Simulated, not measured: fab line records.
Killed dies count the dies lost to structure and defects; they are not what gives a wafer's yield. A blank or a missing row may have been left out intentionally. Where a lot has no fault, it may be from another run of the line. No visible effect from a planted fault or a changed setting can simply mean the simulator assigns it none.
One fault seen from 2 desks | flow sky130 | each desk holds nothing but its own numbers, with what lay behind them at the end

## AT THE METROLOGY DESK
Means of the sampled wafers that have a number, per lot and without regard to the tool the lot ran on: this is what the gauges read. Any lot whose mean is over 4 standard deviations away from the usual mean is out of limits and marked OUT; that distance is given in the brackets.
Columns: A = VT_ADJUST_LVTN_OVL at SKY_VT_ADJUST_LVTN_OVL_MEAS_07, usual 1.1 nm; B = cd-nm at SKY_VT_ADJUST_NCORE_CD_MEAS_07, usual 380.4 nm; C = POLY_GATE_TW at SKY_RES_PROTECT_TW_MEAS_08, usual 4059
lot  | first seen here | A    | B     | C
L502 | day 7 22:21     | 2.8  | 377.2 | 4071
L505 | day 8 14:25     | 1.5  | 380.4 | 4048
L504 | day 8 17:27     | 0.7  | 382.9 | 4059
L507 | day 9 05:15     | -0.8 | 379.7 | 4073
L511 | day 9 23:46     | 1.8  | 380.9 | 4062
L510 | day 10 02:19    | 1.4  | 383.7 | 4043
L512 | day 10 07:01    | 3.1  | 379.2 | 4037
L514 | day 10 13:09    | -0.5 | 377.3 | 4018
L517 | day 10 23:16    | 2.5  | 382.9 | 4009
L518 | day 11 08:25    | 0.4  | 380.8 | 4051
L520 | day 12 00:33    | 1.4  | 379.1 | 4076
L524 | day 12 23:24    | 1.9  | 382.1 | 4055
L525 | day 13 06:45    | -1.4 | 381.3 | 4053
This desk's verdict: no lot among the 13 shows anything out of limits.

## DESK OF THE TOOL OWNER: rie-diel-02
The tool's own readings at SKY_FIELD_ISO_ETCH_14 (etches BARC in N2/H2, stops on SiO2, time 45.9 s, target depth 60 nm): means of the sampled wafers that have a number, for each lot that ran on this tool. Any lot whose mean is over 4 standard deviations away from the usual mean is out of limits and marked OUT; that distance is given in the brackets.
Columns: A = bias-w at SKY_FIELD_ISO_ETCH_14, usual 100.0 W; B = drypump-motor-current-A at SKY_FIELD_ISO_ETCH_14, usual 5.7 A; C = oes-product-au at SKY_FIELD_ISO_ETCH_14, usual 0.854 a.u.; D = throttle-valve-pct at SKY_FIELD_ISO_ETCH_14, usual 13.225 %
lot  | first seen here | A               | B   | C     | D
L502 | day 2 08:43     | 100.1           | 6.2 | 0.857 | 13.226
L505 | day 2 21:04     | 99.8            | 6.0 | 0.852 | 13.224
L510 | day 4 03:19     | 104.9 (+16) OUT | 6.3 | 0.857 | 13.223
L512 | day 4 13:16     | 104.9 (+16) OUT | 6.2 | 0.852 | 13.231
This desk finds L510, L512 out of limits, L510 being first, at day 4 03:19 (bias-w at SKY_FIELD_ISO_ETCH_14). In limits: L502, L505.

## TAKEN TOGETHER
The tool owner's desk had the chance to raise an alarm at day 4 03:19 on L510, L512.
Metrology desk: nothing out of limits seen.
The metrology desk holds a record of L510, L512, inside its limits.
Every lot named ran SKY_FIELD_ISO_ETCH_14 on rie-diel-02.

## WHAT THE SIMULATOR PUT IN
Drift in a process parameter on rie-diel-02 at SKY_FIELD_ISO_ETCH_14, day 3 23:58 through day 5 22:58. From 100, the setting bias-w moved by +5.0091. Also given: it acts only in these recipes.
Shown lots that were struck: L510, L512.
Each desk's first reading out of limits, in hours after the fault started: the tool owner's desk, 3.
